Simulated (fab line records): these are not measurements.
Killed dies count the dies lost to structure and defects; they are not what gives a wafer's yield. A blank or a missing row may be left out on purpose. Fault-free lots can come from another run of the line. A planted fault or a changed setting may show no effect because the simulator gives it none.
What tool caused it? / flow gf180mcu / 13 lots with 39 wafers sampled at 4 steps, on a route of 602 steps

WHAT THE GAUGES READ, wafer by wafer
GF_HV_LDD_CD_MEAS_46: the cd target is 400 nm. Usual: cdNm 400.1 nm, standard deviation 2.7.
lot=L603; measured=day 12 15:03; on=cdSem-02; cdNm (nm)=404.1 404.6 403.1; flag=
lot=L605; measured=day 13 07:11; on=cdSem-02; cdNm (nm)=398.1 399.0 399.5; flag=
lot=L606; measured=day 13 11:24; on=cdSem-01; cdNm (nm)=398.9 397.5 399.1; flag=
lot=L607; measured=day 13 16:46; on=cdSem-02; cdNm (nm)=402.6 403.0 404.3; flag=
lot=L609; measured=day 14 08:17; on=cdSem-01; cdNm (nm)=394.3 395.5 396.6; flag=
lot=L611; measured=day 15 01:27; on=cdSem-01; cdNm (nm)=398.4 397.1 398.7; flag=
lot=L614; measured=day 15 23:37; on=cdSem-01; cdNm (nm)=399.6 402.7 401.8; flag=
lot=L616; measured=day 16 21:07; on=cdSem-02; cdNm (nm)=400.0 400.7 401.6; flag=
lot=L621; measured=day 18 08:56; on=cdSem-02; cdNm (nm)=401.1 401.2 399.0; flag=
lot=L622; measured=day 18 18:46; on=cdSem-02; cdNm (nm)=399.6 397.8 398.2; flag=
lot=L624; measured=day 19 11:40; on=cdSem-01; cdNm (nm)=406.0 403.5 403.2; flag=
lot=L625; measured=day 19 21:31; on=cdSem-02; cdNm (nm)=396.2 394.8 396.4; flag=
lot=L626; measured=day 20 00:20; on=cdSem-02; cdNm (nm)=398.5 397.9 397.8; flag=

GF_SAB_CD_MEAS_09: the cd target is 420 nm. Usual: cdNm 419.9 nm, standard deviation 2.
lot=L603; measured=day 15 11:19; on=cdSem-01; cdNm (nm)=417.8 419.4 418.7; flag=
lot=L605; measured=day 16 02:04; on=cdSem-02; cdNm (nm)=417.7 417.8 418.0; flag=
lot=L606; measured=day 16 08:15; on=cdSem-01; cdNm (nm)=421.5 418.9 421.2; flag=
lot=L607; measured=day 16 11:52; on=cdSem-02; cdNm (nm)=417.4 418.4 418.0; flag=
lot=L609; measured=day 17 05:46; on=cdSem-02; cdNm (nm)=421.7 420.2 421.2; flag=
lot=L611; measured=day 17 23:41; on=cdSem-01; cdNm (nm)=420.9 421.4 422.7; flag=
lot=L614; measured=day 19 00:16; on=cdSem-02; cdNm (nm)=418.0 421.8 421.0; flag=
lot=L616; measured=day 20 02:04; on=cdSem-01; cdNm (nm)=451.5 451.1 449.6; flag=OFF
lot=L621; measured=day 21 14:01; on=cdSem-01; cdNm (nm)=423.5 422.2 422.6; flag=
lot=L622; measured=day 21 23:38; on=cdSem-02; cdNm (nm)=419.6 422.2 420.7; flag=
lot=L624; measured=day 22 14:21; on=cdSem-01; cdNm (nm)=418.6 417.2 416.9; flag=
lot=L625; measured=day 23 00:41; on=cdSem-02; cdNm (nm)=422.0 421.8 418.3; flag=
lot=L626; measured=day 23 02:18; on=cdSem-02; cdNm (nm)=420.9 420.4 420.4; flag=

TOOL THAT RAN EACH LOT (tool first, then ch and the chambers of the sampled wafers, then the start)
lot=L603; GF_HV_LDD_RTA_52=rtpAnneal-02 ch 0, day 12 15:34; GF_SAB_EXPOSE_06=ilineStepper-01 ch 0, day 15 01:31
lot=L605; GF_HV_LDD_RTA_52=rtpAnneal-01 ch 0, day 13 07:41; GF_SAB_EXPOSE_06=ilineStepper-01 ch 0, day 15 14:59
lot=L606; GF_HV_LDD_RTA_52=rtpAnneal-02 ch 0, day 13 11:55; GF_SAB_EXPOSE_06=ilineStepper-01 ch 0, day 15 21:33
lot=L607; GF_HV_LDD_RTA_52=rtpAnneal-02 ch 0, day 13 17:17; GF_SAB_EXPOSE_06=ilineStepper-01 ch 0, day 16 02:01
lot=L609; GF_HV_LDD_RTA_52=rtpAnneal-02 ch 0, day 14 08:47; GF_SAB_EXPOSE_06=ilineStepper-02 ch 0, day 16 18:34
lot=L611; GF_HV_LDD_RTA_52=rtpAnneal-02 ch 0, day 15 01:58; GF_SAB_EXPOSE_06=ilineStepper-01 ch 0, day 17 11:59
lot=L614; GF_HV_LDD_RTA_52=rtpAnneal-02 ch 0, day 16 00:07; GF_SAB_EXPOSE_06=ilineStepper-01 ch 0, day 18 12:19
lot=L616; GF_HV_LDD_RTA_52=rtpAnneal-01 ch 0, day 16 21:37; GF_SAB_EXPOSE_06=ilineStepper-01 ch 0, day 19 14:06
lot=L621; GF_HV_LDD_RTA_52=rtpAnneal-01 ch 0, day 18 09:26; GF_SAB_EXPOSE_06=ilineStepper-01 ch 0, day 21 02:19
lot=L622; GF_HV_LDD_RTA_52=rtpAnneal-01 ch 0, day 18 19:16; GF_SAB_EXPOSE_06=ilineStepper-02 ch 0, day 21 12:43
lot=L624; GF_HV_LDD_RTA_52=rtpAnneal-02 ch 0, day 19 12:11; GF_SAB_EXPOSE_06=ilineStepper-02 ch 0, day 22 02:59
lot=L625; GF_HV_LDD_RTA_52=rtpAnneal-02 ch 0, day 19 22:01; GF_SAB_EXPOSE_06=ilineStepper-01 ch 0, day 22 13:44
lot=L626; GF_HV_LDD_RTA_52=rtpAnneal-02 ch 0, day 20 00:51; GF_SAB_EXPOSE_06=ilineStepper-01 ch 0, day 22 15:13
- GF_HV_LDD_RTA_52: time 10 s.
- GF_SAB_EXPOSE_06: exposes mask SAB, target cd 420 nm.

WHAT THE TOOLS THEMSELVES READ (means of the sampled wafers that have a number; where no wafer has one, the mark that the record gives instead)
GF_HV_LDD_RTA_52. Usual: annealTempCMax 1004.4, standard deviation 1.1; chamberO2Ppm 1.999, standard deviation 0.027; lampPowerPct 33.5 %, standard deviation 1.9; wafer_temp_C_max 1005.8, standard deviation 1.6.
lot=L603; tool=rtpAnneal-02; annealTempCMax=1003.8; chamberO2Ppm=2.034; lampPowerPct (%)=35.1; wafer_temp_C_max=1006.7; flag=
lot=L605; tool=rtpAnneal-01; annealTempCMax=1005.7; chamberO2Ppm=1.969; lampPowerPct (%)=31.2; wafer_temp_C_max=1003.6; flag=
lot=L606; tool=rtpAnneal-02; annealTempCMax=1004.0; chamberO2Ppm=2.024; lampPowerPct (%)=35.2; wafer_temp_C_max=1006.8; flag=
lot=L607; tool=rtpAnneal-02; annealTempCMax=1004.1; chamberO2Ppm=1.963; lampPowerPct (%)=35.2; wafer_temp_C_max=1006.4; flag=
lot=L609; tool=rtpAnneal-02; annealTempCMax=1003.3; chamberO2Ppm=2.042; lampPowerPct (%)=35.2; wafer_temp_C_max=1007.2; flag=
lot=L611; tool=rtpAnneal-02; annealTempCMax=1003.6; chamberO2Ppm=2.007; lampPowerPct (%)=35.2; wafer_temp_C_max=1006.1; flag=
lot=L614; tool=rtpAnneal-02; annealTempCMax=1005.2; chamberO2Ppm=1.986; lampPowerPct (%)=35.1; wafer_temp_C_max=1006.1; flag=
lot=L616; tool=rtpAnneal-01; annealTempCMax=1005.1; chamberO2Ppm=1.994; lampPowerPct (%)=31.2; wafer_temp_C_max=1003.9; flag=
lot=L621; tool=rtpAnneal-01; annealTempCMax=1005.6; chamberO2Ppm=1.984; lampPowerPct (%)=31.2; wafer_temp_C_max=1004.0; flag=
lot=L622; tool=rtpAnneal-01; annealTempCMax=1005.6; chamberO2Ppm=1.992; lampPowerPct (%)=31.2; wafer_temp_C_max=1003.8; flag=
lot=L624; tool=rtpAnneal-02; annealTempCMax=1003.9; chamberO2Ppm=2.000; lampPowerPct (%)=35.2; wafer_temp_C_max=1006.9; flag=
lot=L625; tool=rtpAnneal-02; annealTempCMax=1003.5; chamberO2Ppm=1.983; lampPowerPct (%)=35.1; wafer_temp_C_max=1007.3; flag=
lot=L626; tool=rtpAnneal-02; annealTempCMax=1003.1; chamberO2Ppm=2.021; lampPowerPct (%)=35.1; wafer_temp_C_max=1007.9; flag=

THE ANSWER, worked out from the rows above alone
Rule: a lot counts as off when the mean over its wafers that have a number is more than 3 standard deviations away from the usual mean. A lot without any number at a reading at which 4 lots or more have one is off too. The other lots that the step has rows for count as sound. The gauges are gone through in route order, then the tools' own readings, and for those a lot's mean is taken as printed above. At the first step where some lot is off, the reading lying furthest off is the one used; lots without a number count as furthest.
Off: L616 (GF_SAB_CD_MEAS_09, cdNm).
A tool fits if, at a process step before that reading, it ran every lot that is off, and no sound lot after the first of them. Those tools and the gauges at GF_SAB_CD_MEAS_09 are tried in the same way. No candidate that was tried fits.

WHAT THE SIMULATOR PUT IN
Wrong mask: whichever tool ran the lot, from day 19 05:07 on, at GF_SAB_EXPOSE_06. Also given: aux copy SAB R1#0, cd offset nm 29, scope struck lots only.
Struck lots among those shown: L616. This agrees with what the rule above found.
